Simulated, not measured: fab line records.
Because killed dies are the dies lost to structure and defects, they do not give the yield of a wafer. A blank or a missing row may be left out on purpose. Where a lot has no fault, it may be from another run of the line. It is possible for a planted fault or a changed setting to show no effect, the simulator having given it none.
Struck lot and sound lot, side by side | flow sky130 | 15 out of 708 route steps
Sound: the wafers L489.1, L489.5, L489.6. Struck: wafer L498.2 (left out: L498.4, a lot-mate that was not struck); the cause follows at the end.
Per side, at each step with rows, come the tool, then ch with its chambers, and then its first start. Under that, the readings that differ: sound wafers | struck wafers | difference of the means | sigmas: that difference in standard deviations of wafers without a fault.
alike: same words and numbers on both sides, and readings whose means sit less than 2 such deviations apart. not compared: any withheld reading, any reading some wafer has no value for, any bound like >300 that may hide the same value, and any number with overlapping values for which the record gives no deviation.
The two part at a step that has a row with sigmas, a row that says differs or no value, or rows on one side only. When numbers do not overlap yet have no deviation, they are printed without sigmas and do not part them. A reading that every wafer of one side lacks parts them only if that side has two wafers or more.

first, 5 steps without rows for these wafers: SKY_LI_CONTACT_COAT_07 (resist thk 450 nm); SKY_LI_CONTACT_SOFTBAKE_08 (time 90 s); SKY_LI_CONTACT_EXPOSE_09 (exposes mask LICM1, target cd 170 nm); SKY_LI_CONTACT_PEB_10; SKY_LI_CONTACT_DEVELOP_11 (develop time 60 s).
SKY_LI_CONTACT_CD_MEAS_12: target cd 170 nm.
  sound: cd-sem-01 at day 31 22:14; struck: cd-sem-02 at day 34 13:10
  alike: cd-nm
SKY_LI_CONTACT_OVL_MEAS_13:
  sound: overlay-01 at day 31 22:21; struck: overlay-02 at day 34 13:16
  alike: LI_CONTACT_OVL
SKY_LI_CONTACT_ETCH_14: etches BARC in N2/H2, stops on SiO2, time 45.9 s, target depth 60 nm.
  sound on rie-diel-02 ch 0,3, day 31 22:23; struck on rie-diel-02 ch 0, day 34 13:17
  alike: drypump-motor-current-A, oes-product-au, throttle-valve-pct
  not compared: rf-hours-counter-h
SKY_LI_CONTACT_ETCH_15: etches PSG in C4F8/O2/Ar, stops on Si, target depth 600 nm.
  sound on rie-diel-02 ch 0,3, day 31 22:26; struck on rie-diel-02 ch 0, day 34 13:20
  alike: oes-product-au
SKY_LI_CONTACT_STRIP_16: strips in O2/N2.
  sound on plasma-asher-01 ch 0,1, day 31 22:31; struck on plasma-asher-01 ch 0, day 34 13:25
  alike: drypump-motor-current-A, oes-product-au, strip-time-to-endpoint-s
  not compared: rf-hours-counter-h
then, 2 steps without rows for these wafers: SKY_LI_CONTACT_CLEAN_17 (cleans in NMP, time 600 s); SKY_LI_CONTACT_PRE_CLEAN_18 (time 5.6 s).
SKY_LI_CONTACT_SPUTTER_19: material Ti, target thk 20 nm, time 106.37 s.
  sound: pvd-sputter-01 at day 31 22:49; struck: pvd-sputter-02 at day 34 13:43
  reading                                       | sound            | struck | difference | sigmas
  throttle-valve-pct (%)                        | 31.0 29.8 31.6   | 27.7   | -3.1       | -3
  model.Ti_of_LI_CONTACT_SPUTTER_19.thk-nm (nm) | 19.94 19.85 19.8 | 21.82  | +1.96      |
  alike: substrate-temp-c
SKY_LI_CONTACT_SPUTTER_20: material TiN, target thk 20 nm, time 80 s.
  sound: pvd-sputter-01 at day 31 22:53; struck: pvd-sputter-02 at day 34 13:47
  reading                | sound          | struck | difference | sigmas
  throttle-valve-pct (%) | 31.0 29.8 31.7 | 27.3   | -3.5       | -3
following that, these wafers have no rows for 1 step: SKY_PAD_OPEN_PROBE_99.

## WHERE THEY PART
Earliest at SKY_LI_CONTACT_SPUTTER_19; latest, in this record, at SKY_LI_CONTACT_SPUTTER_20.

WHY: the cause the simulator had injected
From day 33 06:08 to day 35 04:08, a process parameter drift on pvd-sputter-02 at SKY_LI_CONTACT_SPUTTER_19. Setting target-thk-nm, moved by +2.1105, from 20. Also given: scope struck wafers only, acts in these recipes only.
